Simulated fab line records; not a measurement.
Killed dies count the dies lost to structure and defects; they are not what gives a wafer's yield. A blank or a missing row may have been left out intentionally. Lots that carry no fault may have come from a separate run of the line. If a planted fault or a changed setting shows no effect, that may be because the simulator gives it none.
Struck lot and sound lot, side by side | flow sky130 | 22 steps out of a route of 708
Sound: the wafers L515.1, L515.4, L515.6. Wafers struck: L522.2, L522.3, L522.4. The cause is named last.
Order at every step that has rows: each side's tool, ch and its chambers, its first start. Under that, the readings that differ: sound wafers | struck wafers | difference of the means | sigmas: that difference in standard deviations of wafers without a fault.
alike: a reading whose means differ by less than 2 such deviations, as well as words and numbers matching on both sides. not compared: withheld readings; readings where some wafer has no value; bounds like >300 that might hide an equal value; numbers whose values overlap and for which the record gives no deviation.
Wherever a step has rows on one side only, a row that says differs or no value, or a row with sigmas, the two part there. Non-overlapping numbers with no deviation appear without sigmas and do not part them. A reading missing from all wafers of one side parts the sides only when that side holds two or more wafers.

first, 5 steps without rows for these wafers: SKY_LDD_P_COAT_02 (resist thk 1140 nm); SKY_LDD_P_SOFTBAKE_03 (time 60 s); SKY_LDD_P_EXPOSE_04 (exposes mask PSDM, target cd 380 nm); SKY_LDD_P_PEB_05; SKY_LDD_P_DEVELOP_06 (develop time 60 s).
SKY_LDD_P_CD_MEAS_07: target cd 380 nm.
  sound on cd_sem-02, day 20 05:12; struck on cd_sem-01, day 22 14:37
  alike: cd_nm
SKY_LDD_P_OVL_MEAS_08:
  sound on overlay-02, day 20 05:19; struck on overlay-02, day 22 14:43
  alike: LDD_P_OVL
after that, 1 step had no rows for these wafers: SKY_LDD_P_IMPLANT_09.
SKY_LDD_P_STRIP_10: strips in O2/N2.
  sound on plasma_asher-02 ch 1, day 20 05:31; struck on plasma_asher-04 ch 0,1, day 22 14:53
  alike: drypump_motor_current_A, oes_product_au, strip_time_to_endpoint_s
  not compared: rf_hours_counter_h
SKY_LDD_P_TW_MEAS_11:
  sound on film_metro-02, day 20 05:37; struck on film_metro-04, day 22 15:00
  reading  | sound       | struck      | difference | sigmas
  LDD_P_TW | 637 635 633 | 644 643 645 | +9         | +3
then, 2 steps without rows for these wafers: SKY_LDD_HVN_DEHYDRATE_00 (time 60 s); SKY_LDD_HVN_HMDS_01 (prime time 60 s).
SKY_LDD_HVN_COAT_02: resist thk 300 nm.
  sound on litho_track-03 ch 0, day 20 20:35; struck on litho_track-01 ch 0, day 23 05:51
  reading                                      | sound           | struck            | difference | sigmas
  model.NOVOLAK_of_LDD_HVN_COAT_02.thk_nm (nm) | 299.9 300.4 301 | 179.3 179.3 179.4 | -121.1     |
  alike: exhaust_pa, spin_speed_rpm
then, 3 steps without rows for these wafers: SKY_LDD_HVN_SOFTBAKE_03 (time 60 s); SKY_LDD_HVN_EXPOSE_04 (exposes mask HVNTM, target cd 700 nm); SKY_LDD_HVN_PEB_05.
SKY_LDD_HVN_DEVELOP_06: develop time 60 s.
  sound on litho_track-01 ch 0, day 21 12:32; struck on litho_track-04 ch 0, day 23 20:29
  reading                                      | sound           | struck          | difference | sigmas
  exhaust_pa (Pa)                              | 43.6 43.5 45.0  | 46.0 46.7 45.7  | +2.1       | +2
  model.NOVOLAK_of_LDD_HVN_COAT_02.thk_nm (nm) | 299.5 300 300.6 | 178.9 178.8 179 | -121.1     |
SKY_LDD_HVN_OVL_MEAS_07:
  sound on overlay-01, day 21 12:41; struck on overlay-02, day 23 20:37
  alike: LDD_HVN_OVL
after that, 1 step had no rows for these wafers: SKY_LDD_HVN_IMPLANT_08.
SKY_LDD_HVN_STRIP_09: strips in O2/N2.
  sound on plasma_asher-03 ch 0,1, day 21 12:53; struck on plasma_asher-04 ch 0,1, day 23 20:47
  reading                      | sound             | struck            | difference | sigmas
  oes_product_au (a.u.)        | 0.406 0.411 0.408 | 0.345 0.339 0.338 | -0.068     | -15
  strip_time_to_endpoint_s (s) | 4.127 4.129 4.137 | 2.537 2.535 2.531 | -1.597     | -99 or more
  alike: drypump_motor_current_A
  not compared: rf_hours_counter_h
SKY_LDD_HVN_TW_MEAS_10:
  sound on film_metro-01, day 21 12:59; struck on film_metro-01, day 23 20:54
  alike: LDD_HVN_TW
SKY_PAD_OPEN_PROBE_99:
  the record holds rows for the sound wafers here (prober-01, day 46 18:26) but none for the struck ones

WHERE THEY PART
At SKY_LDD_P_TW_MEAS_11 first; at SKY_PAD_OPEN_PROBE_99 last (within this record only).

WHY: what the simulator had put in
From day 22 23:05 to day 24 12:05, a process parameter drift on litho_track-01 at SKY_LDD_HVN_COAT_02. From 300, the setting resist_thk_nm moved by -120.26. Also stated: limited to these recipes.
